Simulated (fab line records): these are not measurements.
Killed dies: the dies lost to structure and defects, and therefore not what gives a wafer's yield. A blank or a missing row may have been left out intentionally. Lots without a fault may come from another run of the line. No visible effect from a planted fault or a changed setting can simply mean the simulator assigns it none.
What tool caused it? ; flow sky130 ; 11 lots with 33 wafers sampled at 3 steps, on a route of 708 steps

WHAT THE GAUGES READ, wafer by wafer
SKY_SD_N_RS_MEAS_16: measures by four-point-probe.
lot;measured;on;SD_N_RS (ohm/sq)
L360;day 27 15:23;filmMetro-03;68.63 68.38 68.69
L362;day 28 12:20;filmMetro-02;68.55 68.64 68.68
L363;day 29 05:44;filmMetro-01;68.69 68.72 68.64
L364;day 29 06:57;filmMetro-03;68.47 68.61 68.47
L367;day 30 09:08;filmMetro-02;68.51 68.53 68.52
L376;day 33 09:17;filmMetro-03;69.15 69.22 69.27 69.18 69.17 69.12
L378;day 33 13:16;filmMetro-02;68.65 68.70 68.61
L377;day 33 17:35;filmMetro-01;69.08 69.06 68.95 69.14 69.07 69.12
L381;day 34 15:19;filmMetro-02;68.94 68.69 68.62
L382;day 35 03:26;filmMetro-01;68.67 68.51 68.63
L383;day 35 12:36;filmMetro-02;68.78 68.70 68.68

EACH LOT AND THE TOOL THAT RAN IT (in order: tool; ch and the chambers of the sampled wafers; start)
lot;SKY_SD_N_IMPLANT_09;SKY_SD_N_STRIP_11
L360;implanter-04 ch 0, day 27 14:43;plasmaAsher-04 ch 0,1, day 27 15:00
L362;implanter-01 ch 0, day 28 11:40;plasmaAsher-04 ch 0,1, day 28 11:58
L363;implanter-03 ch 0, day 29 05:04;plasmaAsher-04 ch 0,1, day 29 05:21
L364;implanter-01 ch 0, day 29 06:16;plasmaAsher-04 ch 1, day 29 06:34
L367;implanter-03 ch 0, day 30 08:28;plasmaAsher-04 ch 0,1, day 30 08:46
L376;implanter-03 ch 0, day 33 08:37;plasmaAsher-04 ch 0,1, day 33 08:55
L378;implanter-01 ch 0, day 33 12:34;plasmaAsher-01 ch 0,1, day 33 12:52
L377;implanter-03 ch 0, day 33 16:55;plasmaAsher-04 ch 0,1, day 33 17:13
L381;implanter-01 ch 0, day 34 14:38;plasmaAsher-03 ch 0, day 34 14:55
L382;implanter-01 ch 0, day 35 02:45;plasmaAsher-04 ch 1, day 35 03:01
L383;implanter-04 ch 0, day 35 11:55;plasmaAsher-01 ch 0,1, day 35 12:13
- SKY_SD_N_IMPLANT_09
- SKY_SD_N_STRIP_11: strips in O2/N2.

THE ANSWER, worked out from the rows above alone
Rule: usual is defined by the lots themselves. Put in order of their means at a reading, lots are off if they are a third of the lots or fewer, leave a main group of 4 or more, and stand apart from it by a gap of 3 or more times the standard deviation of the main group's means; of several such gaps the widest counts. A main group is skipped when, at the precision printed for the reading in the tables above, its means are all equal. A lot without any number at a reading at which 4 lots or more have one is off too. All remaining lots with rows at the step are treated as sound.
Off: at SKY_SD_N_RS_MEAS_16 (SD_N_RS), L376, L377. The main group: mean 68.63 ohm/sq, standard deviation 0.079.
A tool fits if, at a process step before that reading, it ran every lot that is off, and no sound lot after the first of them. The gauges at SKY_SD_N_RS_MEAS_16 are tried like those tools. One fits: SKY_SD_N_IMPLANT_09 on implanter-03. Its last sound lot is L367 (day 30 08:28), its first lot that is off L376 (day 33 08:37): a fault that began between those two fits.

WHAT HAD BEEN PUT IN BY THE SIMULATOR
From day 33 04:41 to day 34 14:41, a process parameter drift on implanter-03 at SKY_SD_N_IMPLANT_09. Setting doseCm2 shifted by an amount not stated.
Lots struck among those shown: L376, L377. The rule given above showed the same thing.
